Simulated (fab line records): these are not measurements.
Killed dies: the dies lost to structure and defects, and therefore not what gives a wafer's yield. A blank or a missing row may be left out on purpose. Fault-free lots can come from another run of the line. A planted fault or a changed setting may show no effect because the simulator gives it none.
fab line records | flow gf180mcu
record lots=24 wafers=72 last-day=34
route steps=602 shown V1@340 M2@378 M4@458 M5@534 PASSIVATION@601
lots that met no fault: from a run of the same line without faults
start-h: hours from the record's opening day to when the first of the lot's shown wafers began | wait-h: hours from the lot's prior step to this one | " repeats the value in the row above | L1.1+2: several wafers, shown together as one row | - either no value or no given start | * or withheld: withheld | < > ~ a bound
route shown NAME@n: NAME is a module with steps in the file, n the number in the route of the first one | usual: mean/standard deviation of fault-free wafers | same: alike in all rows | chamber/n: place in a boat | sites: readings site by site | _std_site: the values' standard deviation | _edge_site: mean of outer sites minus mean of inner sites | radius-mm: for every site, how far away it sits from the centre of the wafer | mask NAME#n: copy n | behind: tool/chamber where the wafer was last shaped | hold: what put the lot on hold/how long, in hours/how the hold closed | device: transistor that didn't switch, given as n, p or np | end of line: the same wafers' tests at the end of the route | step lacking rows: just its recipe | killed: not the wafer's yield, but the dies lost to structure and defects at the first sort | map: shows each die of a wafer: x if killed, . if not, _ if none is there
set.NAME: the run value of the setting; set.NAME@STEP: its run value at that earlier step | model.NAME: the simulator's own value behind a step, which no gauge read
steps of the route over a sample of lots; a table a step, a row a wafer
services: the hour from which a tool's chamber was out of use, counted from the record's first day as start-h (under 0 if before that day), plus the number of hours and why
## steps
# step GF_V1_BOW_MEAS_05
# recipe mode=bow
# usual V1_BOW=84/6.6
# columns lot.wafer tool chamber start-h wait-h V1_BOW[um]
L074.4 film-metro-02 - 386.10 0.3 72
L074.5 " - " " 86
L074.6 " - " " 84
L075.1 film-metro-01 - 395.22 0.1 94
L075.3 " - " " 82
L075.6 " - " " 81
L076.1 film-metro-01 - 402.81 0.1 84
L076.3 " - " " 80
L076.4 " - " " 77
L077.2 film-metro-01 - 419.70 0.2 76
L077.4 " - " " 83
L077.5 " - " " 97
L078.1 film-metro-04 - 426.93 0.1 98
L078.5 " - " " 87
L078.6 " - " " 90
L079.1 film-metro-01 - 433.71 0.1 90
L079.2 " - " " 91
L079.3 " - " " 92
L080.1 film-metro-01 - 443.32 0.1 86
L080.3 " - " " 97
L080.4 " - " " 70
L081.1 film-metro-01 - 452.52 0.2 72
L081.4 " - " " 76
L081.6 " - " " 86
L082.2 film-metro-01 - 467.15 0.2 89
L082.3 " - " " 72
L082.5 " - " " 79
L083.2 film-metro-01 - 467.83 0.2 80
L083.4 " - " " 92
L083.5 " - " " 74
L084.1 film-metro-04 - 479.42 0.2 84
L084.3 " - " " 84
L084.4 " - " " 84
L085.1 film-metro-04 - 489.64 0.1 90
L085.5 " - " " 86
L085.6 " - " " 79
L086.1 film-metro-01 - 497.95 0.1 90
L086.3 " - " " 81
L086.5 " - " " 80
L087.3 film-metro-01 - 507.30 0.2 79
L087.4 " - " " 84
L087.6 " - " " 88
L088.1 film-metro-01 - 518.49 0.1 87
L088.3 " - " " 75
L088.6 " - " " 93
L089.1 film-metro-01 - 529.63 0.1 81
L089.3 " - " " 90
L089.6 " - " " 89
L090.2 film-metro-04 - 530.00 0.2 85
L090.4 " - " " 91
L090.6 " - " " 79
L091.1 film-metro-02 - 540.14 0.1 85
L091.3 " - " " 90
L091.4 " - " " 78
L092.2 film-metro-01 - 549.31 0.1 86
L092.5 " - " " 87
L092.6 " - " " 83
L093.2 film-metro-01 - 552.11 0.1 70
L093.3 " - " " 83
L093.6 " - " " 78
L094.4 film-metro-01 - 559.82 0.3 82
L094.5 " - " " 70
L094.6 " - " " 89
L095.2 film-metro-04 - 570.08 0.1 77
L095.4 " - " " 77
L095.6 " - " " 83
L096.4 film-metro-01 - 576.13 0.2 92
L096.5 " - " " 85
L096.6 " - " " 75
L097.1 film-metro-04 - 581.78 0.1 94
L097.3 " - " " 90
L097.5 " - " " 70
# step GF_M2_METAL_ETCH_16
# recipe chemistry=Cl2/BCl3 mask-material=KrF target-depth-nm=750.8 stop-on=SiO2 pressure-mtorr=8 icp-w=800 bias-w=140 Cl2_flow_sccm=80 bcl3-flow-sccm=40 time-s=125.1
# usual drypump-motor-current-A=5.6/0.53 oes-product-au=0.992/0.0049 rf-fwd-power-W=796.3/2.3 throttle-valve-pct=28.229/0.0093
# columns lot.wafer tool chamber start-h wait-h drypump-motor-current-A oes-product-au rf-fwd-power-W rf-hours-counter-h throttle-valve-pct
L074.4 rie-metal-01 0 435.04 0.1 4.9 1.001 799.3 - 28.219
L074.5 " 0 " " 5.0 0.987 797.2 - 28.216
L074.6 " 0 " " 5.0 0.996 798.8 - 28.219
L075.1 rie-metal-03 0 445.71 0.0 5.5 0.987 796.6 12 28.221
L075.3 " 0 " " 5.5 0.995 797.6 - 28.223
L075.6 " 0 " " 5.5 0.995 796.0 - 28.220
L076.1 rie-metal-02 1 451.56 0.0 5.7 0.998 798.2 7 28.212
L076.3 " 0 " " 5.0 0.991 795.2 - 28.223
L076.4 " 1 " " 5.7 0.997 796.7 - 28.230
L077.2 rie-metal-03 1 468.96 0.0 6.3 0.988 798.2 2 28.241
L077.4 " 1 " " 6.3 0.989 796.2 - 28.233
L077.5 " 1 " " 6.3 0.991 797.5 - 28.234
L078.1 rie-metal-02 0 477.48 0.0 5.0 0.992 793.2 11 28.229
L078.5 " 1 " " 5.7 0.995 797.9 - 28.237
L078.6 " 0 " " 5.0 0.992 796.4 - 28.233
L079.1 rie-metal-01 0 483.11 0.0 4.9 0.988 794.3 5 28.208
L079.2 " 1 " " 6.1 0.987 797.1 9 28.239
L079.3 " 1 " " 6.1 0.996 797.3 - 28.238
L080.1 rie-metal-03 1 493.11 0.0 6.3 0.986 793.1 2 28.236
L080.3 " 1 " " 6.3 0.986 795.2 - 28.236
L080.4 " 1 " " 6.3 0.988 795.9 - 28.238
L081.1 rie-metal-03 1 501.88 0.0 6.3 0.991 797.5 3 28.237
L081.4 " 1 " " 6.3 0.986 799.5 - 28.219
L081.6 " 1 " " 6.3 0.991 796.3 - 28.227
L082.2 rie-metal-01 0 516.06 0.0 4.9 0.988 792.2 6 28.213
L082.3 " 1 " " 6.1 0.987 794.7 - 28.235
L082.5 " 0 " " 4.9 0.986 794.5 - 28.221
L083.2 rie-metal-02 0 517.46 0.0 5.0 0.992 795.5 11 28.225
L083.4 " 1 " " 5.7 0.999 795.5 - 28.233
L083.5 " 1 " " 5.7 0.991 799.2 - 28.227
L084.1 rie-metal-01 0 528.23 0.0 5.0 0.995 795.1 6 28.236
L084.3 " 1 " " 6.1 0.983 797.4 - 28.232
L084.4 " 0 " " 4.9 0.986 796.8 - 28.236
L085.1 rie-metal-02 0 537.11 0.0 4.9 0.990 795.4 12 28.224
L085.5 " 0 " " 5.0 0.991 794.1 - 28.243
L085.6 " 1 " " 5.7 0.989 796.0 - 28.232
L086.1 rie-metal-03 0 546.11 0.0 5.5 0.998 795.3 1 28.226
L086.3 " 1 " " 6.3 0.985 798.4 - 28.234
L086.5 " 1 " " 6.3 0.988 795.2 - 28.229
L087.3 rie-metal-01 0 555.17 0.1 4.9 0.988 797.9 - 28.248
L087.4 " 1 " " 6.1 0.983 794.3 - 28.227
L087.6 " 1 " " 6.1 0.997 796.9 - 28.226
L088.1 rie-metal-03 0 565.11 0.0 5.5 0.990 797.7 2 28.216
L088.3 " 1 " " 6.3 0.986 796.8 - 28.248
L088.6 " 0 " " 5.5 0.993 795.1 - 28.235
L089.1 rie-metal-03 1 576.36 0.0 6.3 0.988 795.0 5 28.220
L089.3 " 1 " " 6.3 0.996 799.6 - 28.227
L089.6 " 0 " " 5.5 0.989 791.7 - 28.212
L090.2 rie-metal-01 0 576.96 0.0 4.9 0.993 800.7 7 28.233
L090.4 " 0 " " 5.0 0.998 799.4 - 28.221
L090.6 " 1 " " 6.1 0.992 797.7 - 28.214
L091.1 rie-metal-01 1 585.53 0.0 6.1 0.995 799.2 12 28.240
L091.3 " 1 " " 6.1 0.991 800.3 - 28.244
L091.4 " 0 " " 4.9 0.987 796.2 - 28.221
L092.2 rie-metal-02 0 595.06 0.0 5.0 0.990 791.6 14 28.234
L092.5 " 1 " " 5.7 0.998 793.5 - 28.226
L092.6 " 0 " " 5.0 0.988 791.9 - 28.212
L093.2 rie-metal-03 1 597.21 0.0 6.3 1.000 796.3 6 28.250
L093.3 " 1 " " 6.3 0.988 799.0 - 28.227
L093.6 " 0 " " 5.5 1.003 800.1 - 28.229
L094.4 rie-metal-01 0 605.34 0.1 4.9 0.991 796.1 - 28.228
L094.5 " 0 " " 5.0 0.990 794.5 - 28.230
L094.6 " 0 " " 4.9 0.994 795.3 - 28.236
L095.2 rie-metal-02 1 614.36 0.0 5.7 0.984 797.8 11 28.236
L095.4 " 1 " " 5.7 0.979 795.8 - 28.229
L095.6 " 1 " " 5.7 0.980 796.5 - 28.236
L096.4 rie-metal-02 1 620.34 0.1 5.7 0.983 796.3 - 28.217
L096.5 " 1 " " 5.7 0.995 792.8 - 28.227
L096.6 " 1 " " 5.7 0.996 798.3 - 28.236
L097.1 rie-metal-01 1 625.06 0.0 6.1 1.000 796.3 0 28.227
L097.3 " 1 " " 6.1 0.993 797.6 - 28.242
L097.5 " 1 " " 6.1 0.996 797.8 - 28.225
# step GF_M4_SPUTTER_02
# recipe material=AlCu target-thk-nm=450 power-w=10600 time-s=23.9 chamber-pressure-pa=0.4
# usual throttle-valve-pct=29.8/0.91
# columns lot.wafer tool chamber start-h wait-h throttle-valve-pct
L074.4 pvd-sputter-04 - 513.11 0.0 30.0
L074.5 " - " " 29.3
L074.6 " - " " 30.6
L075.1 pvd-sputter-01 - 523.50 0.0 29.5
L075.3 " - " " 31.1
L075.6 " - " " 28.9
L076.1 pvd-sputter-01 - 529.36 0.0 29.8
L076.3 " - " " 28.7
L076.4 " - " " 31.3
L077.2 pvd-sputter-04 - 545.55 0.0 30.0
L077.4 " - " " 31.2
L077.5 " - " " 30.5
L078.1 pvd-sputter-01 - 553.02 0.0 31.2
L078.5 " - " " 28.8
L078.6 " - " " 28.9
L079.1 pvd-sputter-04 - 559.20 0.0 30.3
L079.2 " - " " 29.6
L079.3 " - " " 30.4
L080.1 pvd-sputter-02 - 568.55 0.0 30.6
L080.3 " - " " 30.0
L080.4 " - " " 30.1
L081.1 pvd-sputter-01 - 575.04 0.0 29.1
L081.4 " - " " 29.4
L081.6 " - " " 29.3
L082.2 pvd-sputter-02 - 588.41 0.0 28.3
L082.3 " - " " 30.5
L082.5 " - " " 30.4
L083.2 pvd-sputter-02 - 590.08 0.0 30.1
L083.4 " - " " 30.4
L083.5 " - " " 30.1
L084.1 pvd-sputter-01 - 600.92 0.0 28.6
L084.3 " - " " 28.8
L084.4 " - " " 29.2
L085.1 pvd-sputter-01 - 609.16 0.0 28.6
L085.5 " - " " 28.7
L085.6 " - " " 29.4
L086.1 pvd-sputter-01 - 616.62 0.0 28.7
L086.3 " - " " 31.3
L086.5 " - " " 31.1
L087.3 pvd-sputter-02 - 624.80 0.0 28.4
L087.4 " - " " 29.9
L087.6 " - " " 30.2
L088.1 pvd-sputter-02 - 633.11 0.0 28.5
L088.3 " - " " 30.0
L088.6 " - " " 30.7
L089.1 pvd-sputter-01 - 644.17 0.0 28.7
L089.3 " - " " 28.9
L089.6 " - " " 28.5
L090.2 pvd-sputter-02 - 645.36 0.0 30.3
L090.4 " - " " 28.3
L090.6 " - " " 30.1
L091.1 pvd-sputter-01 - 652.46 0.0 28.7
L091.3 " - " " 29.3
L091.4 " - " " 28.9
L092.2 pvd-sputter-04 - 661.79 0.0 31.6
L092.5 " - " " 31.4
L092.6 " - " " 30.0
L093.2 pvd-sputter-02 - 664.49 0.0 30.2
L093.3 " - " " 28.4
L093.6 " - " " 30.2
L094.4 pvd-sputter-02 - 670.71 0.0 30.4
L094.5 " - " " 30.2
L094.6 " - " " 30.4
L095.2 pvd-sputter-04 - 679.95 0.0 31.4
L095.4 " - " " 31.4
L095.6 " - " " 29.6
L096.4 pvd-sputter-04 - 686.07 0.0 31.5
L096.5 " - " " 29.2
L096.6 " - " " 30.4
L097.1 pvd-sputter-01 - 689.92 0.0 28.9
L097.3 " - " " 29.4
L097.5 " - " " 28.8
# step GF_M4_OVL_MEAS_15
# usual M4_OVL=-2/6.2
# columns lot.wafer tool chamber start-h wait-h M4_OVL[nm]
L074.4 overlay-02 - 536.11 0.1 -1
L074.5 " - " " -6
L074.6 " - " " -8
L075.1 overlay-02 - 546.43 0.1 -17
L075.3 " - " " -13
L075.6 " - " " -9
L076.1 overlay-01 - 552.63 0.1 2
L076.3 " - " " 0
L076.4 " - " " -8
L077.2 overlay-01 - 567.88 0.1 -4
L077.4 " - " " 0
L077.5 " - " " 2
L078.1 overlay-01 - 575.03 0.1 2
L078.5 " - " " 2
L078.6 " - " " 6
L079.1 overlay-02 - 581.29 0.1 -3
L079.2 " - " " -6
L079.3 " - " " -1
L080.1 overlay-01 - 589.67 0.1 -10
L080.3 " - " " -12
L080.4 " - " " -12
L081.1 overlay-02 - 596.04 0.1 -1
L081.4 " - " " 3
L081.6 " - " " -3
L082.2 overlay-02 - 609.68 0.1 -1
L082.3 " - " " -4
L082.5 " - " " -2
L083.2 overlay-01 - 611.45 0.1 12
L083.4 " - " " 1
L083.5 " - " " -3
L084.1 overlay-01 - 622.19 0.1 0
L084.3 " - " " 2
L084.4 " - " " -4
L085.1 overlay-01 - 629.38 0.1 -11
L085.5 " - " " -6
L085.6 " - " " -6
L086.1 overlay-02 - 636.57 0.1 3
L086.3 " - " " 7
L086.5 " - " " 5
L087.3 overlay-02 - 644.94 0.1 -1
L087.4 " - " " -3
L087.6 " - " " 2
L088.1 overlay-02 - 653.19 0.1 -6
L088.3 " - " " -2
L088.6 " - " " -1
L089.1 overlay-02 - 663.72 0.1 -3
L089.3 " - " " 0
L089.6 " - " " 4
L090.2 overlay-01 - 665.13 0.1 -5
L090.4 " - " " -7
L090.6 " - " " -9
L091.1 overlay-02 - 671.77 0.1 5
L091.3 " - " " 9
L091.4 " - " " 1
L092.2 overlay-01 - 680.98 0.1 -2
L092.5 " - " " -2
L092.6 " - " " -6
L093.2 overlay-02 - 683.93 0.1 7
L093.3 " - " " 6
L093.6 " - " " 4
L094.4 overlay-02 - 690.04 0.1 5
L094.5 " - " " 9
L094.6 " - " " 2
L095.2 overlay-01 - 698.88 0.1 1
L095.4 " - " " -1
L095.6 " - " " 3
L096.4 overlay-02 - 705.04 0.1 -4
L096.5 " - " " -5
L096.6 " - " " 1
L097.1 overlay-02 - 708.87 0.1 -15
L097.3 " - " " -18
L097.5 " - " " -6
# step GF_M5_OVL_MEAS_08
# usual M5_OVL=-2/5.6
# columns lot.wafer tool chamber start-h wait-h M5_OVL[nm]
L074.4 overlay-01 - 605.54 0.1 -6
L074.5 " - " " -12
L074.6 " - " " -7
L075.1 overlay-01 - 615.87 0.1 11
L075.3 " - " " 3
L075.6 " - " " -1
L076.1 overlay-01 - 621.24 0.1 -4
L076.3 " - " " -2
L076.4 " - " " -1
L077.2 overlay-02 - 640.20 0.1 -2
L077.4 " - " " -9
L077.5 " - " " 2
L078.1 overlay-02 - 640.84 0.1 9
L078.5 " - " " 7
L078.6 " - " " 2
L079.1 overlay-02 - 646.57 0.1 -1
L079.2 " - " " -9
L079.3 " - " " -4
L080.1 overlay-02 - 655.09 0.1 -11
L080.3 " - " " -6
L080.4 " - " " -4
L081.1 overlay-01 - 660.17 0.1 -4
L081.4 " - " " -7
L081.6 " - " " -7
L082.2 overlay-01 - 672.30 0.1 6
L082.3 " - " " -2
L082.5 " - " " 5
L083.2 overlay-01 - 674.75 0.1 -5
L083.4 " - " " -6
L083.5 " - " " 4
L084.1 overlay-01 - 685.54 0.1 5
L084.3 " - " " 0
L084.4 " - " " 4
L085.1 overlay-02 - 690.67 0.1 -14
L085.5 " - " " -11
L085.6 " - " " -2
L086.1 overlay-02 - 698.64 0.1 3
L086.3 " - " " 0
L086.5 " - " " 1
L087.3 overlay-01 - 706.38 0.1 0
L087.4 " - " " 1
L087.6 " - " " -3
L088.1 overlay-02 - 712.69 0.1 -2
L088.3 " - " " -2
L088.6 " - " " -6
L089.1 overlay-02 - 723.39 0.1 -2
L089.3 " - " " -1
L089.6 " - " " -2
L090.2 overlay-01 - 725.08 0.1 -7
L090.4 " - " " -6
L090.6 " - " " 0
L091.1 overlay-02 - 730.42 0.1 0
L091.3 " - " " -1
L091.4 " - " " 4
L092.2 overlay-01 - 738.53 0.1 -6
L092.5 " - " " -4
L092.6 " - " " -6
L093.2 overlay-02 - 741.25 0.1 3
L093.3 " - " " 3
L093.6 " - " " 5
L094.4 overlay-02 - 747.86 0.1 1
L094.5 " - " " 4
L094.6 " - " " -4
L095.2 overlay-02 - 754.18 0.1 -7
L095.4 " - " " -9
L095.6 " - " " -10
L096.4 overlay-02 - 760.44 0.1 5
L096.5 " - " " 8
L096.6 " - " " 7
L097.1 overlay-02 - 763.27 0.1 -5
L097.3 " - " " -12
L097.5 " - " " 2
# step GF_PASSIVATION_BOW_MEAS_14
# recipe mode=bow
# usual PASSIVATION_BOW=139/11
# columns lot.wafer tool chamber start-h wait-h PASSIVATION_BOW[um]
L074.4 film-metro-03 - 670.93 0.1 132
L074.5 " - " " 149
L074.6 " - " " 145
L075.1 film-metro-03 - 681.42 0.0 165
L075.3 " - " " 153
L075.6 " - " " 151
L076.1 film-metro-04 - 687.54 0.0 139
L076.3 " - " " 136
L076.4 " - " " 132
L077.2 film-metro-02 - 704.19 0.0 124
L077.4 " - " " 133
L077.5 " - " " 147
L078.1 film-metro-03 - 704.52 0.0 145
L078.5 " - " " 136
L078.6 " - " " 138
L079.1 film-metro-02 - 709.62 0.0 158
L079.2 " - " " 157
L079.3 " - " " 160
L080.1 film-metro-03 - 717.52 0.0 162
L080.3 " - " " 173
L080.4 " - " " 148
L081.1 film-metro-03 - 722.59 0.0 124
L081.4 " - " " 126
L081.6 " - " " 139
L082.2 film-metro-03 - 733.14 0.0 148
L082.3 " - " " 132
L082.5 " - " " 139
L083.2 film-metro-04 - 734.51 0.0 134
L083.4 " - " " 145
L083.5 " - " " 128
L084.1 film-metro-02 - 745.82 0.0 135
L084.3 " - " " 136
L084.4 " - " " 135
L085.1 film-metro-03 - 750.47 0.0 132
L085.5 " - " " 128
L085.6 " - " " 125
L086.1 film-metro-04 - 757.87 0.0 140
L086.3 " - " " 133
L086.5 " - " " 131
L087.3 film-metro-03 - 764.63 0.0 139
L087.4 " - " " 147
L087.6 " - " " 149
L088.1 film-metro-04 - 769.84 0.0 143
L088.3 " - " " 130
L088.6 " - " " 151
L089.1 film-metro-03 - 778.72 0.0 134
L089.3 " - " " 144
L089.6 " - " " 142
L090.2 film-metro-02 - 780.86 0.0 121
L090.4 " - " " 130
L090.6 " - " " 118
L091.1 film-metro-02 - 785.82 0.0 142
L091.3 " - " " 150
L091.4 " - " " 140
L092.2 film-metro-03 - 792.74 0.0 137
L092.5 " - " " 138
L092.6 " - " " 136
L093.2 film-metro-02 - 794.39 0.0 122
L093.3 " - " " 135
L093.6 " - " " 130
L094.4 film-metro-02 - 801.63 0.1 143
L094.5 " - " " 131
L094.6 " - " " 149
L095.2 film-metro-02 - 806.24 0.0 133
L095.4 " - " " 133
L095.6 " - " " 140
L096.4 film-metro-02 - 811.53 0.1 146
L096.5 " - " " 136
L096.6 " - " " 129
L097.1 film-metro-04 - 815.42 0.0 136
L097.3 " - " " 133
L097.5 " - " " 115
## services
# columns tool chamber start-h hours kind
pvd-sputter-04 - 412.64 0.9 repair
rie-metal-01 1 419.86 23.7 repair
pvd-sputter-04 - 433.38 6.4 repair
pvd-sputter-04 - 435.83 1.0 repair
rie-metal-03 1 438.16 8.3 repair
rie-metal-02 - 489.47 14.6 pm
pvd-sputter-01 0 490.94 - consumable-replace:kit
pvd-sputter-01 0 490.94 18.0 scheduled-down
pvd-sputter-01 0 490.94 18.0 vent-cycle
pvd-sputter-02 - 503.34 14.5 repair
pvd-sputter-02 - 529.19 1.9 repair
rie-metal-02 - 540.09 1.8 repair
pvd-sputter-04 - 546.42 4.4 repair
rie-metal-03 0 554.03 3.7 repair
pvd-sputter-04 - 567.73 5.6 repair
rie-metal-01 1 596.71 - clean
pvd-sputter-01 3 641.47 - consumable-replace:kit
pvd-sputter-01 3 641.47 18.0 scheduled-down
pvd-sputter-01 3 641.47 18.0 vent-cycle
pvd-sputter-02 - 648.72 4.1 repair
pvd-sputter-01 - 652.78 1.7 repair
pvd-sputter-01 - 653.02 34.4 repair
pvd-sputter-04 - 665.37 3.4 repair
rie-metal-03 - 684.90 1.4 pm
## key
fault none
